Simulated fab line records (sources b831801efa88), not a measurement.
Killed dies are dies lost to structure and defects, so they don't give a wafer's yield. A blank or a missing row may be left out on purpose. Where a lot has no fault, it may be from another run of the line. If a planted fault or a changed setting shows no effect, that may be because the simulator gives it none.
A lot that was struck, set against a sound lot ; flow sky130 ; 17 steps out of a route of 708
Sound: these wafers, L591.2, L591.4, L591.5. Wafers L601.2, L601.3, L601.4 were the ones struck. Last of all comes the cause.
For every step that has rows: the tool of each side, followed by ch and its chambers, followed by its first start. Under that, the readings that differ: sound wafers ; struck wafers ; difference of the means ; sigmas: that difference in standard deviations of wafers without a fault.
alike: words and numbers the same on both sides, and readings whose means are apart by under 2 such deviations; not compared: readings that were withheld, readings missing a value for some wafer, numbers with overlapping values and no deviation given by the record, and bounds like >300 which may hide the same value.
The two part at a step that has a row with sigmas, a row that says differs or no value, or rows on one side only. Numbers that don't overlap but have no deviation are shown without sigmas and don't part them. Lack of a reading on every wafer of one side parts them only where that side has two or more wafers.

first, 1 step without rows for these wafers: SKY_LDD_N_IMPLANT_15.
SKY_LDD_N_STRIP_16: strips in O2/N2.
  sound on plasma_asher-03 ch 0, day 19 06:07; struck on plasma_asher-04 ch 0,1, day 22 22:46
  alike: drypump_motor_current_A, oes_product_au, strip_time_to_endpoint_s
  not compared: rf_hours_counter_h
SKY_LDD_N_TW_MEAS_17:
  struck on film_metro-03, day 22 22:52; sound on film_metro-03, day 19 06:14
  alike: LDD_N_TW
then, 7 steps without rows for these wafers: SKY_LDD_P_DEHYDRATE_00 (time 60 s); SKY_LDD_P_HMDS_01 (prime time 60 s); SKY_LDD_P_COAT_02 (resist thk 1140 nm); SKY_LDD_P_SOFTBAKE_03 (time 60 s); SKY_LDD_P_EXPOSE_04 (exposes mask PSDM, target cd 380 nm); SKY_LDD_P_PEB_05; SKY_LDD_P_DEVELOP_06 (develop time 60 s).
SKY_LDD_P_CD_MEAS_07 targets a cd of 380 nm.
  struck on cd_sem-02, day 24 05:12; sound on cd_sem-01, day 20 12:44
  alike: cd_nm
SKY_LDD_P_OVL_MEAS_08:
  struck on overlay-02, day 24 05:19; sound on overlay-01, day 20 12:51
  alike: LDD_P_OVL
SKY_LDD_P_IMPLANT_09:
  sound on implanter-01 ch 0, day 20 12:54; struck on implanter-04 ch 0, day 24 05:22
reading;sound;struck;difference;sigmas
dose_ions_cm2;1.0006e+13 9.99e+12 9.997e+12;8.612e+12 8.608e+12 8.626e+12;-1.382e+12;-99 or more
faraday_current_uA;55.6 56.9 55.9;47.4 48.4 48.5;-8.0;-7
SKY_LDD_P_STRIP_10: strips in O2/N2.
  sound on plasma_asher-03 ch 0,1, day 20 13:02; struck on plasma_asher-01 ch 0,1, day 24 05:29
  alike: drypump_motor_current_A, oes_product_au, strip_time_to_endpoint_s
  not compared: rf_hours_counter_h
SKY_LDD_P_TW_MEAS_11:
  struck on film_metro-04, day 24 05:36; sound on film_metro-03, day 20 13:08
reading;sound;struck;difference;sigmas
LDD_P_TW;626 627 628;598 598 601;-28;-7
then, 1 step without rows for these wafers: SKY_LDD_HVN_DEHYDRATE_00 (time 60 s).
-- record jumps: 25 days separate the struck wafers' starts on either side; left off in module LDD_HVN, taken up again in module PAD_OPEN, whose first shown step is the route's number 708 --
SKY_PAD_OPEN_PROBE_99:
  struck on prober-01, day 49 05:03; sound on prober-01, day 46 20:44
reading;sound;struck;difference;sigmas
killed_at_M0_to_M3;49 52 57;33 43 38;-15;-2
model.etest.tip_p.rs_ohm_sq;7048 6998 7003;7780 7777 7722;+743;
  alike: killed_at_M4_up, killed_at_contacts, killed_at_front_end, killed_at_other, killed_dies, killed_open, killed_short

WHERE THEY PART
Earliest at SKY_LDD_P_IMPLANT_09; latest, in this record, at SKY_PAD_OPEN_PROBE_99.

WHY: what had been put in by the simulator
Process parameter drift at SKY_LDD_P_IMPLANT_09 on implanter-04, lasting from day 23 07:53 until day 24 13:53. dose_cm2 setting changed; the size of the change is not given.
